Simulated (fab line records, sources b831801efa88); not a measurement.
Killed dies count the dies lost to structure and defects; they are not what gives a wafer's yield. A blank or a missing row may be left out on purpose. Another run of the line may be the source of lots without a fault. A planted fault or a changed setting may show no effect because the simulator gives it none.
fab line records	flow sky130
[record] lots = 5	wafers = 15	last_day = 50
route steps=708 shown LDD_LDN@292 SPACER@304 POLY_CUT@307 SD_P@320 RES_XHIGH@332 PAD_OPEN@708
lots that met no fault: from a run of the same line without faults
start_h: hours from the record's first day to the start of the lot's first wafer shown	wait_h: how many hours have passed since the lot's step before this one	" the same as in the row above	L1.1+2: a row that stands for several wafers	- no value, or no start was given	* or withheld: withheld	< > ~ a bound
route shown NAME@n: NAME is a module with steps in the file, n the number in the route of the first one	usual: average and standard deviation across the fault-free wafers	same: alike in all rows	chamber/n: place in a boat	sites: per-site readings	_std_site: how widely they spread, as a standard deviation	_edge_site: inner sites' mean taken away from outer sites' mean	radius_mm: how far each site lies from the wafer's centre	mask NAME#n: copy n	behind: the tool/chamber that last shaped the wafer	hold: what put the lot on hold/how long, in hours/how the hold closed	device: transistor that didn't switch, given as n, p or np	end of line: the same wafers' tests at the end of the route	a step without rows: its recipe alone	killed: at the first sort, the dies lost to defects and structure; wafer yield is something else	map: a wafer's dies, x killed, . not, _ none there
set.NAME: setting as actually run; set.NAME@STEP: the setting as run at that earlier step	model.NAME: the simulator's own value behind a step, which no gauge read
lots at selected steps of the route; one table per step, one row per wafer
services: a tool's chamber out of use, with start hour (start_h, from the record's first day; less than 0 if before it), hours out, and reason
[[steps]]
[step SKY_LDD_LDN_SOFTBAKE_03]
[recipe] temp_c = 90	time_s = 60	resist = NOVOLAK
[step SKY_LDD_LDN_EXPOSE_04]
[recipe] mask_id = LDNTM	na = 0.6	source_shape = conventional	sigma_outer = 0.6	polarization = unpolarized	target_cd_nm = 700	dose_mj = 140
[step SKY_LDD_LDN_PEB_05]
[recipe] temp_c = withheld	time_s = *	resist = NOVOLAK
[step SKY_LDD_LDN_DEVELOP_06]
[recipe] resist = NOVOLAK	developer = TMAH	develop_time_s = 60	dev_temp_c = 23
[step SKY_LDD_LDN_IMPLANT_08]
[recipe] species = As	energy_kev = 15	dose_cm2 = 1.25e+13	tilt_deg = withheld	rotation_deg = 23
[step SKY_LDD_LDN_IMPLANT_09]
[recipe] species = As	energy_kev = 15	dose_cm2 = 1.25e+13	tilt_deg = withheld	rotation_deg = 113
[step SKY_LDD_LDN_IMPLANT_10]
[recipe] species = As	energy_kev = 15	dose_cm2 = 1.25e+13	tilt_deg = withheld	rotation_deg = 203
[step SKY_LDD_LDN_IMPLANT_11]
[recipe] species = As	energy_kev = 15	dose_cm2 = 1.25e+13	tilt_deg = withheld	rotation_deg = 293
[step SKY_LDD_LDN_STRIP_12]
[recipe] chemistry = O2/N2	power_w = 1400	pressure_mtorr = 1500	platen_temp_c = withheld	o2_flow_sccm = 3000	n2_flow_sccm = 300	overash_fraction = 0.5
[step SKY_LDD_LDN_CLEAN_14]
[recipe] chemistry = SC1/SC2	mix = 1:4:20	temp_c = 70	time_s = 150	dry = n2_spin
[step SKY_SPACER_CVD_00]
[recipe] material = Si3N4	precursor = DCS/NH3	target_thk_nm = 43.1	temp_c = 770	time_s = 740	pressure_mtorr = 250
[usual] spike_tc_bottom_C = 790.8/2.1
lot.wafer	tool	chamber	start_h	wait_h	spike_tc_bottom_C
L163.2	lpcvd-02	0	555.42	1.0	792.0
L163.4	"	0	"	"	792.8
L163.5	"	0	"	"	793.2
L164.1	lpcvd-02	0	566.90	2.2	792.7
L164.2	"	0	"	"	794.2
L164.5	"	0	"	"	790.9
L165.1	lpcvd-02	0	573.17	0.0	791.0
L165.5	"	0	"	"	793.2
L165.6	"	0	"	"	794.9
L176.1	lpcvd-02	0	660.97	0.0	791.7
L176.2	"	0	"	"	793.5
L176.4	"	0	"	"	791.4
L183.3	lpcvd-02	0	719.38	0.0	793.0
L183.4	"	0	"	"	792.9
L183.5	"	0	"	"	793.0
[step SKY_SPACER_ETCHBACK_02]
[recipe] chemistry = CH3F/O2	target = Si3N4	stop_on = SiO2	source_w = 400	bias_w = 80	pressure_mtorr = 25	ch3f_flow_sccm = 40	O2_flow_sccm = 30	time_s = 46.7	target_depth_a = 450
[step SKY_POLY_CUT_DEHYDRATE_00]
[recipe] temp_c = 200	time_s = 60
[step SKY_POLY_CUT_HMDS_01]
[recipe] prime_time_s = 60	prime_temp_c = 120
[step SKY_POLY_CUT_COAT_02]
[recipe] resist = BARC	temp_c = withheld	time_s = withheld	spin_rpm = 3000	resist_thk_nm = 60
[step SKY_POLY_CUT_COAT_03]
[recipe] resist = KrF-thick	spin_rpm = 3000	resist_thk_nm = 450
[step SKY_POLY_CUT_SOFTBAKE_04]
[recipe] temp_c = 100	time_s = 90	resist = KrF-thick
[step SKY_POLY_CUT_EXPOSE_05]
[recipe] mask_id = NPCM	na = 0.8	source_shape = annular	sigma_inner = 0.55	sigma_outer = 0.85	target_cd_nm = 270	dose_mj = 32
[step SKY_POLY_CUT_PEB_06]
[recipe] peb_temp_c = withheld	peb_time_s = withheld	resist = KrF-thick
[step SKY_POLY_CUT_DEVELOP_07]
[recipe] develop_time_s = 60	resist = KrF-thick	dev_temp_c = 21
[step SKY_POLY_CUT_ETCH_10]
[recipe] chemistry = N2/H2	target = BARC	ion_energy_ev = 200	source_w = 500	bias_w = 100	pressure_mtorr = 30	n2_flow_sccm = 100	h2_flow_sccm = 200	stop_on = SiO2	time_s = 45.9	target_depth_a = 600
[step SKY_POLY_CUT_ETCH_11]
[recipe] target = Si3N4	chemistry = CF4/CH2F2/Ar	stop_on = poly-Si	source_w = 600	bias_w = 150	pressure_mtorr = 40	cf4_flow_sccm = 40	ch2f2_flow_sccm = 20	Ar_flow_sccm = 150	time_s = 42.5	target_depth_a = 600
[step SKY_POLY_CUT_STRIP_12]
[recipe] chemistry = O2/N2	power_w = 1400	pressure_mtorr = 1500	platen_temp_c = withheld	o2_flow_sccm = 3000	n2_flow_sccm = 300	overash_fraction = 0.5
[step SKY_SD_P_DEHYDRATE_00]
[recipe] temp_c = 200	time_s = 60
[step SKY_SD_P_HMDS_01]
[recipe] prime_time_s = 60	prime_temp_c = 120
[step SKY_SD_P_COAT_02]
[recipe] resist = NOVOLAK	spin_rpm = 3000	resist_thk_nm = 1140
[step SKY_SD_P_SOFTBAKE_03]
[recipe] temp_c = 90	time_s = 60	resist = NOVOLAK
[step SKY_SD_P_EXPOSE_04]
[recipe] mask_id = PSDM	na = 0.6	source_shape = conventional	sigma_outer = 0.6	polarization = unpolarized	target_cd_nm = 380	dose_mj = 138
[step SKY_SD_P_PEB_05]
[recipe] temp_c = withheld	time_s = *	resist = NOVOLAK
[step SKY_SD_P_DEVELOP_06]
[recipe] resist = NOVOLAK	developer = TMAH	develop_time_s = 60	dev_temp_c = 23
[step SKY_SD_P_IMPLANT_09]
[recipe] species = BF2	energy_kev = 20	dose_cm2 = 3e+15	tilt_deg = 0
[step SKY_SD_P_STRIP_10]
[recipe] chemistry = O2/N2	power_w = 1400	pressure_mtorr = 1500	platen_temp_c = withheld	o2_flow_sccm = 3000	n2_flow_sccm = 300	overash_fraction = 0.5
[step SKY_RES_XHIGH_DEHYDRATE_00]
[recipe] temp_c = 200	time_s = 60
[step SKY_RES_XHIGH_HMDS_01]
[recipe] prime_time_s = 60	prime_temp_c = 120
[step SKY_PAD_OPEN_PROBE_99]
[usual] killed_at_M0_to_M3 = 43/6.7	killed_at_M4_up = 3.2/1.8	killed_at_contacts = 24/4.8	killed_at_front_end = 16/4.2	killed_at_other = 0.3/0.56	killed_dies = 86/8.5	killed_open = 47/6.7	killed_short = 39/6
[same] gross_dies = 492	killed_at_back_side = 0
lot.wafer	tool	chamber	start_h	wait_h	killed_at_M0_to_M3	killed_at_M4_up	killed_at_contacts	killed_at_front_end	killed_at_other	killed_dies	killed_open	killed_short
L163.2	prober-02	-	1090.88	0.1	40	1	26	43	0	110	47	35
L163.4	prober-02	-	1090.98	0.2	34	3	24	40	0	101	40	33
L163.5	prober-02	-	1091.03	0.2	45	1	23	49	0	118	44	44
L164.1	prober-01	-	1099.44	0.1	25	3	24	41	0	93	35	28
L164.2	prober-01	-	1099.49	0.1	51	2	23	48	0	124	60	32
L164.5	prober-01	-	1099.64	0.2	48	0	22	38	0	108	42	38
L165.1	prober-02	-	1106.57	0.1	53	2	30	48	0	133	58	45
L165.5	prober-02	-	1106.77	0.2	43	4	24	46	0	117	43	45
L165.6	prober-02	-	1106.82	0.2	43	3	24	44	0	114	43	45
L176.1	prober-01	-	1163.70	0.1	34	1	22	12	0	69	45	24
L176.2	prober-01	-	1163.75	0.1	43	5	30	15	1	94	50	44
L176.4	prober-01	-	1163.85	0.2	50	2	30	17	0	99	57	42
// killed by level:class
L163.2 SPACER:unspecified=28 CONTACT:geometric_particle:open=11 VIA1:geometric_particle:open=11 CONTACT:geometric_particle:short=7 VIA2:geometric_particle:open=7 METAL2:geometric_particle:short=5 VIA3:geometric_particle:open=5 VIA3:geometric_particle:short=5
L163.4 SPACER:unspecified=28 CONTACT:geometric_particle:open=9 LI_CONTACT:geometric_particle:open=8 VIA1:geometric_particle:open=8 VIA3:geometric_particle:open=6 FIELD_ISO:geometric_particle:short=5 LOCAL_INTERCONNECT:geometric_particle:short=4 METAL3:geometric_particle:short=4
L163.5 SPACER:unspecified=29 CONTACT:geometric_particle:open=10 VIA1:geometric_particle:open=10 VIA3:geometric_particle:open=9 CONTACT:geometric_particle:short=6 FIELD_ISO:geometric_particle:short=5 METAL2:geometric_particle:short=5 FIELD_ISO:geometric_particle:open=4
L164.1 SPACER:unspecified=30 CONTACT:geometric_particle:open=10 CONTACT:geometric_particle:short=7 VIA3:geometric_particle:open=7 VIA1:geometric_particle:open=5 LI_CONTACT:geometric_particle:open=4 FIELD_ISO:geometric_particle:short=3 POLY_GATE:geometric_particle:open=3
L164.2 SPACER:unspecified=32 VIA3:geometric_particle:open=14 VIA1:geometric_particle:open=14 LI_CONTACT:geometric_particle:open=11 CONTACT:geometric_particle:open=7 VIA2:geometric_particle:open=5 METAL2:geometric_particle:short=5 FIELD_ISO:geometric_particle:open=4
L164.5 SPACER:unspecified=28 VIA3:geometric_particle:open=10 VIA1:geometric_particle:open=8 LI_CONTACT:geometric_particle:open=7 CONTACT:geometric_particle:open=5 METAL1:geometric_particle:short=5 VIA1:geometric_particle:short=5 METAL2:geometric_particle:short=5
L165.1 SPACER:unspecified=29 VIA1:geometric_particle:open=16 CONTACT:geometric_particle:open=12 METAL2:geometric_particle:short=9 METAL1:geometric_particle:short=8 VIA3:geometric_particle:open=7 LI_CONTACT:geometric_particle:open=6 CONTACT:geometric_particle:short=5
L165.5 SPACER:unspecified=27 VIA1:geometric_particle:open=11 VIA1:geometric_particle:short=7 CONTACT:geometric_particle:open=7 LI_CONTACT:geometric_particle:open=6 CONTACT:geometric_particle:short=6 METAL2:geometric_particle:short=6 POLY_GATE:geometric_particle:short=5
L165.6 SPACER:unspecified=26 VIA1:geometric_particle:open=9 METAL1:geometric_particle:short=8 VIA3:geometric_particle:open=8 CONTACT:geometric_particle:short=7 VIA2:geometric_particle:open=7 POLY_GATE:geometric_particle:open=5 LOCAL_INTERCONNECT:geometric_particle:short=5
L176.1 VIA1:geometric_particle:open=10 CONTACT:geometric_particle:open=9 VIA2:geometric_particle:open=8 CONTACT:geometric_particle:short=6 POLY_GATE:geometric_particle:short=5 VIA3:geometric_particle:open=5 VIA1:geometric_particle:short=4 FIELD_ISO:geometric_particle:open=3
L176.2 CONTACT:geometric_particle:open=9 LI_CONTACT:geometric_particle:open=8 VIA1:geometric_particle:open=8 CONTACT:geometric_particle:short=7 METAL2:geometric_particle:short=7 VIA2:geometric_particle:open=6 VIA3:geometric_particle:open=5 POLY_GATE:geometric_particle:short=4
L176.4 VIA1:geometric_particle:open=15 CONTACT:geometric_particle:short=10 VIA3:geometric_particle:open=10 LI_CONTACT:geometric_particle:open=8 CONTACT:geometric_particle:open=7 VIA1:geometric_particle:short=6 POLY_GATE:geometric_particle:short=5 VIA2:geometric_particle:open=5
// map L163.5 (x killed, . not)
__________x.x......._________
________...........x.x_______
______....xxx....x.....x_____
_____..xx.x....x.....x...____
____..x....x...x...x......___
___..x..x....x.....x.......__
__.x.x.....x..........x.x.x._
_.......x...x.....x.....x..x.
_..x...x.x..x............x.x.
_.................x....x.....
_.x....x...xx.x.......x...x..
_........x.....x.....x....x..
_.....xxx.x...x...x..x.......
_.........x....xx.........x..
_........x.................x.
__.xxxx.x.xx..............x._
___xxxxxx....x..x......xx..__
____xxxxxxxxx.............___
_____xxxxx.x.x.....xx..xx____
______xxxxx..x....x..x.._____
________xxx........xx._______
__________...x.....x_________
// map L164.2 (x killed, . not)
__________.....x...._________
________.xx..........._______
______..x.......x...xxx._____
_____.x.....x..x...x...x.____
____.....xx...x.......x.x.___
___.x...x..x............xx.__
__.x.x........xx..x........._
_............xx........x.....
_x.......x....x.x.....x.x....
_...x.x....x..x.............x
_.........x.......xx.xx...x.x
_...x.........x..x.........x.
_...x.x...x.x.....xx...x.....
_.x...x.....x......x.......x.
_..xx.................x.x....
__xxxxxx...........xx..xx..._
___xxxxxx.x...xx...........__
____xxxxxx.....x.....x..x.___
_____xxxxxx..x..x....xx..____
______xxxxx.x.xx........_____
________xxxxx....x.x.._______
__________...x.....x_________
[[services]]
tool	chamber	start_h	hours	kind
lpcvd-02	-	609.68	0.3	repair
[[key]]
[first_sign] step = SKY_PAD_OPEN_PROBE_99	reading = killed_at_front_end	direction = up	sigmas = 6.8	usual = 16	struck = 44
[effect] step = SKY_PAD_OPEN_PROBE_99	reading = killed_dies	direction = up	sigmas = 3.2	usual = 86	struck = 113
met_at SKY_SPACER_CVD_00
struck_wafers L163.2,L163.4,L163.5,L164.1,L164.2,L164.5,L165.1,L165.5,L165.6
tester_left_out L163,L164,L165
[fault] kind = chamber_particle_source	tool = lpcvd-02	chamber = -	onset_h = 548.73	steps = SKY_SPACER_CVD_00	rate_per_visit_cm2 = 0.99846	end_h = 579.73
// tester_left_out: of these lots the tester's yield and bins aren't shown, on N5 and GAA mostly nor the transistor test; their killed dies are dies lost to structure and defects alone, not to doping, threshold or leakage, so they don't give the yield
